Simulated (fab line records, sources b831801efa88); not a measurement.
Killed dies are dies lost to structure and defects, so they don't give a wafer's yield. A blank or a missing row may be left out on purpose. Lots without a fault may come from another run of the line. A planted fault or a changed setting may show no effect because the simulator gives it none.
Which tool did it? | flow gf180mcu | 12 lots, 36 wafers sampled, at 5 steps of a route of 602

WHAT THE GAUGES READ, wafer by wafer
GF_HV_LDD_TW_MEAS_23.
lot  | measured     | on            | HV_LDD_2_TW
L283 | day 12 07:43 | film_metro-01 | 1052 1050 1056
L285 | day 13 01:49 | film_metro-03 | 1058 1057 1051
L287 | day 13 17:31 | film_metro-01 | 1065 1066 1066
L288 | day 13 22:46 | film_metro-02 | 1065 1066 1063
L289 | day 14 01:37 | film_metro-03 | 1058 1050 1052
L290 | day 14 11:52 | film_metro-03 | 1048 1054 1052
L291 | day 14 17:44 | film_metro-01 | 1059 1065 1061
L292 | day 15 16:02 | film_metro-01 | 870 871 873
L293 | day 15 20:17 | film_metro-03 | 873 872 871
L294 | day 15 23:16 | film_metro-01 | 1057 1055 1059
L295 | day 16 03:41 | film_metro-03 | 1055 1057 1061
L299 | day 17 17:01 | film_metro-01 | 1057 1051 1057

GF_HV_LDD_CD_MEAS_46: target cd 400 nm.
lot  | measured     | on        | cd_nm (nm)
L283 | day 14 01:05 | cd_sem-02 | 396.6 397.7 399.9
L285 | day 14 19:20 | cd_sem-01 | 400.2 398.6 401.2
L287 | day 15 11:10 | cd_sem-02 | 401.6 403.6 402.5
L288 | day 15 17:40 | cd_sem-01 | 401.8 400.9 399.9
L289 | day 15 20:02 | cd_sem-01 | 401.8 400.5 400.6
L290 | day 16 07:22 | cd_sem-01 | 400.8 400.0 400.3
L291 | day 16 14:26 | cd_sem-02 | 399.3 400.6 399.0
L292 | day 17 13:52 | cd_sem-02 | 400.1 402.8 402.3
L293 | day 17 17:32 | cd_sem-02 | 398.9 399.9 397.9
L294 | day 17 20:22 | cd_sem-01 | 401.9 403.9 403.4
L295 | day 18 02:14 | cd_sem-02 | 399.8 401.4 399.3
L299 | day 19 17:52 | cd_sem-02 | 402.0 400.7 402.8

WHICH TOOL RAN EACH LOT (tool, then ch and the chambers of the sampled wafers, then the start)
lot  | GF_DUAL_GATE_STRIP_13                | GF_POLY_GATE_ETCH_12               | GF_HV_LDD_IMPLANT_21
L283 | plasma_asher-03 ch 0,1, day 9 18:02  | rie_diel-02 ch 2,3, day 10 15:23   | implanter-04 ch 0, day 12 07:29
L285 | plasma_asher-02 ch 0,1, day 10 10:31 | rie_diel-02 ch 1,2, day 11 08:29   | implanter-04 ch 0, day 13 01:35
L287 | plasma_asher-01 ch 0, day 11 01:03   | rie_diel-03 ch 0,1,2, day 11 23:50 | implanter-04 ch 0, day 13 17:16
L288 | plasma_asher-01 ch 0,1, day 11 06:02 | rie_diel-02 ch 0,1, day 12 03:41   | implanter-04 ch 0, day 13 22:31
L289 | plasma_asher-03 ch 0,1, day 11 09:10 | rie_diel-02 ch 0,2,3, day 12 07:44 | implanter-01 ch 0, day 14 01:24
L290 | plasma_asher-01 ch 0,1, day 11 16:26 | rie_diel-02 ch 1,2,3, day 12 16:02 | implanter-04 ch 0, day 14 11:37
L291 | plasma_asher-02 ch 0,1, day 12 00:04 | rie_diel-03 ch 1,2, day 12 22:47   | implanter-04 ch 0, day 14 17:31
L292 | plasma_asher-03 ch 0,1, day 12 16:28 | rie_diel-01 ch 2,3, day 13 18:43   | implanter-04 ch 0, day 15 15:49
L293 | plasma_asher-01 ch 0,1, day 12 23:23 | rie_diel-03 ch 0,3, day 13 23:20   | implanter-04 ch 0, day 15 20:03
L294 | plasma_asher-02 ch 0,1, day 13 02:29 | rie_diel-02 ch 0,2,3, day 14 02:08 | implanter-01 ch 0, day 15 23:01
L295 | plasma_asher-03 ch 0,1, day 13 06:26 | rie_diel-02 ch 0,2, day 14 05:38   | implanter-01 ch 0, day 16 03:27
L299 | plasma_asher-03 ch 0,1, day 14 17:08 | rie_diel-03 ch 0,1,2, day 15 17:40 | implanter-01 ch 0, day 17 16:46
- GF_DUAL_GATE_STRIP_13: strips in O2/N2.
- GF_POLY_GATE_ETCH_12: etches BARC in N2/H2.
- GF_HV_LDD_IMPLANT_21

WHAT THE TOOLS THEMSELVES READ (means of the sampled wafers that have a number; where no wafer has one, the mark that the record gives instead)
GF_DUAL_GATE_STRIP_13.
lot  | tool            | drypump_motor_current_A (A) | heater_power_w (W) | oes_product_au (a.u.) | platen_temp_c (C) | strip_time_to_endpoint_s (s)
L283 | plasma_asher-03 | 5.3                         | 340                | 0.714                 | 250.08            | 12.61
L285 | plasma_asher-02 | 5.3                         | 307                | 0.717                 | 249.98            | 12.65
L287 | plasma_asher-01 | 5.2                         | 316                | 0.712                 | 249.83            | 12.63
L288 | plasma_asher-01 | 5.5                         | 319                | 0.719                 | 250.03            | 12.65
L289 | plasma_asher-03 | 5.3                         | 344                | 0.720                 | 249.88            | 12.64
L290 | plasma_asher-01 | 5.5                         | 319                | 0.716                 | 249.90            | 12.67
L291 | plasma_asher-02 | 5.3                         | 309                | 0.714                 | 250.02            | 12.61
L292 | plasma_asher-03 | 5.5                         | 341                | 0.716                 | 250.14            | 12.61
L293 | plasma_asher-01 | 5.5                         | 319                | 0.720                 | 249.93            | 12.64
L294 | plasma_asher-02 | 5.3                         | 310                | 0.714                 | 250.10            | 12.63
L295 | plasma_asher-03 | 5.3                         | 342                | 0.714                 | 249.94            | 12.62
L299 | plasma_asher-03 | 5.3                         | 343                | 0.716                 | 250.14            | 12.58

GF_POLY_GATE_ETCH_12.
lot  | tool        | drypump_motor_current_A (A) | oes_product_au (a.u.) | throttle_valve_pct (%)
L283 | rie_diel-02 | 5.7                         | 0.731                 | 13.214
L285 | rie_diel-02 | 5.2                         | 0.738                 | 13.216
L287 | rie_diel-03 | 5.9                         | 0.733                 | 13.206
L288 | rie_diel-02 | 5.7                         | 0.731                 | 13.211
L289 | rie_diel-02 | 5.6                         | 0.733                 | 13.205
L290 | rie_diel-02 | 5.6                         | 0.737                 | 13.217
L291 | rie_diel-03 | 5.6                         | 0.734                 | 13.210
L292 | rie_diel-01 | 6.5                         | 0.737                 | 13.209
L293 | rie_diel-03 | 5.8                         | 0.735                 | 13.205
L294 | rie_diel-02 | 5.6                         | 0.736                 | 13.212
L295 | rie_diel-02 | 5.5                         | 0.737                 | 13.210
L299 | rie_diel-03 | 5.9                         | 0.736                 | 13.216

GF_HV_LDD_IMPLANT_21.
lot  | tool         | dose_ions_cm2 | faraday_current_uA
L283 | implanter-04 | 5e+13         | 282
L285 | implanter-04 | 5e+13         | 275
L287 | implanter-04 | 5e+13         | 277
L288 | implanter-04 | 5e+13         | 276
L289 | implanter-01 | 5e+13         | 282
L290 | implanter-04 | 5e+13         | 282
L291 | implanter-04 | 5e+13         | 277
L292 | implanter-04 | 3e+13         | 154
L293 | implanter-04 | 3e+13         | 151
L294 | implanter-01 | 5e+13         | 287
L295 | implanter-01 | 5e+13         | 283
L299 | implanter-01 | 5e+13         | 283

THE ANSWER, worked out from the rows above alone
Rule: what is usual is taken from the lots themselves. Put in order of their means at a reading, lots are off if they are a third of the lots or fewer, leave a main group of 4 or more, and stand apart from it by a gap of 3 or more times the standard deviation of the main group's means; of several such gaps the widest counts. A main group whose means are all the same, to the digits that the tables above print for the reading, isn't used. A lot without any number at a reading at which 4 lots or more have one is off too. The other lots that the step has rows for count as sound. The gauges are gone through in route order, then the tools' own readings, and for those a lot's mean is taken as printed above. The first step at which some lot is off is used, and at that step the reading that is off furthest; a lot without a number counts as furthest.
Off: L292, L293, at GF_HV_LDD_TW_MEAS_23 (HV_LDD_2_TW). The main group: mean 1057, standard deviation 4.7.
A tool fits if, at a process step before that reading, it ran every lot that is off, and no sound lot after the first of them. The gauges at GF_HV_LDD_TW_MEAS_23 aren't tried: what is off there is off at GF_DUAL_GATE_STRIP_13 too, on other tools, and a gauge's error can't cause that. One fits: implanter-04 at GF_HV_LDD_IMPLANT_21. Its last sound lot is L291 (day 14 17:31), its first lot that is off L292 (day 15 15:49): a fault that began between those two fits.
The tool's own readings at GF_HV_LDD_IMPLANT_21 bear it out: on the lots that are off they differ by more than 5 times the standard deviation of the sound lots' means. dose_ions_cm2 reads 3e+13 there against 5e+13 on the sound lots; faraday_current_uA reads 152 there against 280 on the sound lots.

WHAT THE SIMULATOR HAD PUT IN
Process parameter drift: implanter-04, from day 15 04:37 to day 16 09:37, at GF_HV_LDD_IMPLANT_21. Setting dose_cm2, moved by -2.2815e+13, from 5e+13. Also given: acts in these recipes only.
Lots struck among those shown: L292, L293. The rule above found the same.
